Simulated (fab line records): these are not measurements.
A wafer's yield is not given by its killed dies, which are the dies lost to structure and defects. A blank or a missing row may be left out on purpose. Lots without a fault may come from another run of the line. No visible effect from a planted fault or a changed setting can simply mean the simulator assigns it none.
Problem report, 8D (eight disciplines) form, completed by code ; flow sky130 ; the parts of the form that need people (team, actions taken, sign-off) are left out

## 1. WHAT WENT WRONG
LOCAL_INTERCONNECT_TIN_RS at SKY_LOCAL_INTERCONNECT_RS_MEAS_01 reads a mean of 11.48 ohm/sq on 1 wafer of 1 lot; wafers without a fault read 14.11 ohm/sq with a standard deviation of 0.11. Measured from the usual mean, that is -24 standard deviations.
The step: measures by four-point-probe.
Earliest sighting: wafer L526.6 on film metro-02 at day 32 08:13. Wafers with a number at this step in the record: 39, from 13 lots. Rule for "out", or "out of limits": more than 4 standard deviations from the usual mean. Any other wafer with a number is counted as sound.

## 2. WHAT IT IS, AND WHAT IT ISN'T
question;is;is not
which readings at this step;LOCAL_INTERCONNECT_TIN_RS;-
which lots;L526;L517, L518, L520, L522, L529, L530, L532, L533, L534, L535, L538, L540
which wafers of those lots;L526.6;L526.3, L526.5
read on which gauges;film metro-02;film metro-03, film metro-04
when;from day 32 08:13;"up to then (14 sound wafers); but 24 sound wafers of L529, L530, L532, L533, L534, L535, L538, L540 came after"

## 3. WHAT RULES OUT EACH SUSPECT
Counting: a tool at a process step up to the reading stays a suspect if it ran every lot that is out. Sound lots after the first of them don't rule it out here, since some wafers of a struck lot are sound.
- the gauge at SKY_LOCAL_INTERCONNECT_RS_MEAS_01: ruled out. All the wafers that are out were read on film metro-02, but those of them that SKY_LOCAL_INTERCONNECT_SPUTTER_00 has rows for are out there too, on other tools.
- rie diel-02 at SKY_LI_CONTACT_ETCH_15 (etches PSG in C4F8/O2/Ar, stops on Si, target depth 600 nm): kept. It processed L526, the lot that is out, at day 32 06:59, and its most recent sound lot before then was L518 at day 29 14:38.
- pvd sputter-03 at SKY_LOCAL_INTERCONNECT_SPUTTER_00 (material TiN, target thk 100 nm, time 83.3 s): kept. It processed L526, the lot that is out, at day 32 08:07, and its most recent sound lot before then was L520 at day 30 10:49. Out on those wafers are its own readings of cathode dc power W.
- At SKY_LI_CONTACT_ETCH_15 on rie diel-02, chamber 2 took the sound wafers of the same lots and chamber 3 took the wafers that are out.
What counting leaves: rie diel-02 at SKY_LI_CONTACT_ETCH_15 and pvd sputter-03 at SKY_LOCAL_INTERCONNECT_SPUTTER_00.

## 4. THE CAUSE (what the simulator had put in)
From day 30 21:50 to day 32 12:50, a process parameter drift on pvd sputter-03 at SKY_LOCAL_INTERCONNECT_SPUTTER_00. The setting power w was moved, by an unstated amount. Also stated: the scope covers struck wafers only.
After counting, 2 suspects remain, this tool included.

## 5. SEQUENCE OF EFFECTS, ordered by route
Rows list readings where the struck wafers' mean (over those with a number) sits beyond 3 standard deviations from the usual. Only readings whose record carries a usual standard deviation are examined. hours: median over the lots of the time between each lot's start at the first step of this table that gives one and its start at this step. sigmas: the change, counted in usual standard deviations.
hours;step;reading;usual;on struck wafers;change;sigmas
0;SKY_LOCAL_INTERCONNECT_SPUTTER_00;cathode dc power W;6499.9 W;7871.4;+1371.5;+99 or more
0;SKY_LOCAL_INTERCONNECT_RS_MEAS_01;LOCAL_INTERCONNECT_TIN_RS;14.11 ohm/sq;11.48;-2.63;-24
0;SKY_LOCAL_INTERCONNECT_THK_MEAS_02;LOCAL_INTERCONNECT_TIN_THK;99.4 nm;120.4;+21.0;+26
28;SKY_LOCAL_INTERCONNECT_METAL_ETCH_14;oes product au;0.943 a.u.;1.010;+0.067;+12
28;SKY_LOCAL_INTERCONNECT_METAL_ETCH_14;throttle valve pct;21.901 %;21.845;-0.056;-5.7
Process steps it contains:
- SKY_LOCAL_INTERCONNECT_SPUTTER_00: material TiN, target thk 100 nm, time 83.3 s.
- SKY_LOCAL_INTERCONNECT_METAL_ETCH_14: etches TiN in Cl2/BCl3, stops on PSG, target depth 110 nm, time 31.4 s.

## 6. WHAT WOULD HAVE CAUGHT IT SOONER
Counted from the fault's start at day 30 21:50, it took 34 hours until the first out-of-limits reading at a measuring or inspecting step in this record, taken at day 32 08:13.
The tool's own readings at SKY_LOCAL_INTERCONNECT_SPUTTER_00 were out on every struck wafer that the step has a row for (cathode dc power W): an alarm limit on them would have fired on the first of those.
Lots out: 1; all had begun SKY_LOCAL_INTERCONNECT_SPUTTER_00 on pvd sputter-03 by day 32 08:13. Tool hold at that time: it would have spared none of them.
